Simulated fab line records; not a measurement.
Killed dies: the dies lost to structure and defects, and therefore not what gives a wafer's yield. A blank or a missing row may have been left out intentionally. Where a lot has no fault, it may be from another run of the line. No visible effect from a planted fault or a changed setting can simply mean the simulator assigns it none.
Problem report in the 8D (eight disciplines) form, filled by code | flow sky130 | the parts of the form that need people (team, actions taken, sign-off) are left out

1. THE PROBLEM
SKY_LI_CONTACT_STRIP_16, stripTimeToEndpointS: mean 3.91 s over 1 wafer from 1 lot; wafers with no fault: 3.49 s, standard deviation 0.042. That puts it +10 standard deviations away from the usual mean.
The step: strips in O2/N2.
Earliest sighting: wafer L754.3 on plasmaAsher-01 at day 34 13:55. The record holds 36 wafers of 12 lots with a number at this step. Rule for "out", or "out of limits": more than 4 standard deviations from the usual mean. The rest of the wafers with a number are treated as sound.

2. WHAT IT IS; WHAT IT IS NOT
question                    | is                                 | is not
which readings at this step | stripTimeToEndpointS, oesProductAu | drypumpMotorCurrentA
which lots                  | L754                               | L738, L739, L740, L741, L743, L744, L745, L756, L757, L758, L759
which wafers of those lots  | L754.3                             | L754.2, L754.4
read on which tools         | plasmaAsher-01                     | plasmaAsher-03, plasmaAsher-04
when                        | from day 34 13:55                  | up to then (23 sound wafers); but 12 sound wafers of L756, L757, L758, L759 came after

3. SUSPECTS, AND WHAT RULES EACH OUT
Counting: a tool at a process step up to the reading stays a suspect if it ran every lot that is out. Sound lots after the first of them don't rule it out here, since some wafers of a struck lot are sound.
- rieDiel-03 at SKY_LI_CONTACT_ETCH_15 (etches PSG in C4F8/O2/Ar, stops on Si, target depth 600 nm): kept. It ran the lot that is out, L754 (day 34 13:50); its last sound lot up to then is L744 (day 31 04:46).
- plasmaAsher-01 at SKY_LI_CONTACT_STRIP_16 (strips in O2/N2): kept. It ran the lot that is out, L754 (day 34 13:55); its last sound lot up to then is L744 (day 31 04:53). Its own oesProductAu, stripTimeToEndpointS readings are out on those wafers.
- In rieDiel-03 at SKY_LI_CONTACT_ETCH_15, the wafers that are out were processed in chamber 0 and their sound lot-mates in chambers 1, 2.
- Within plasmaAsher-01 at SKY_LI_CONTACT_STRIP_16: the wafers that are out ran in chamber 0; their sound lot-mates ran in chamber 1.
What counting leaves: rieDiel-03 at SKY_LI_CONTACT_ETCH_15 and plasmaAsher-01 at SKY_LI_CONTACT_STRIP_16.

4. THE CAUSE (what the simulator had put in)
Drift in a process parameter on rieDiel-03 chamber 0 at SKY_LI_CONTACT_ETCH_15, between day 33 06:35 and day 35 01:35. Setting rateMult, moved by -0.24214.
This tool is one of the 2 suspects left after counting.

5. THE CHAIN OF EFFECTS, in route order
One row per reading whose mean, taken over the struck wafers that have a number, lies over 3 standard deviations from the usual. Scope: only readings with a usual standard deviation given in the record; hours: median across lots of the time from each lot's start at the first step in this table that gives one to its start at this step; sigmas: change in usual standard deviations.
hours | step                    | reading              | usual      | on struck wafers | change | sigmas
0     | SKY_LI_CONTACT_STRIP_16 | oesProductAu         | 0.375 a.u. | 0.396            | +0.021 | +4.8
0     | SKY_LI_CONTACT_STRIP_16 | stripTimeToEndpointS | 3.49 s     | 3.91             | +0.42  | +10
The process steps in it:
- SKY_LI_CONTACT_STRIP_16: strips in O2/N2.
Later measuring or inspecting steps at which every struck wafer that the step has a row for has a number for every such reading, and none has moved that far: SKY_LI_CONTACT_THK_MEAS_23.

6. HOW IT WOULD HAVE BEEN CAUGHT EARLIER
31 hours passed between the start of the fault at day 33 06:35 and the first reading out of limits in this record, taken at day 34 13:55.
An alarm limit of 4 standard deviations would not have fired on the tool readings at SKY_LI_CONTACT_ETCH_15 for which the record gives a usual standard deviation, since none of them was out on any struck wafer.
Lots out: 1; all had begun SKY_LI_CONTACT_ETCH_15 on rieDiel-03 by day 34 13:55. Had the tool been put on hold then, not one of them would have been saved.
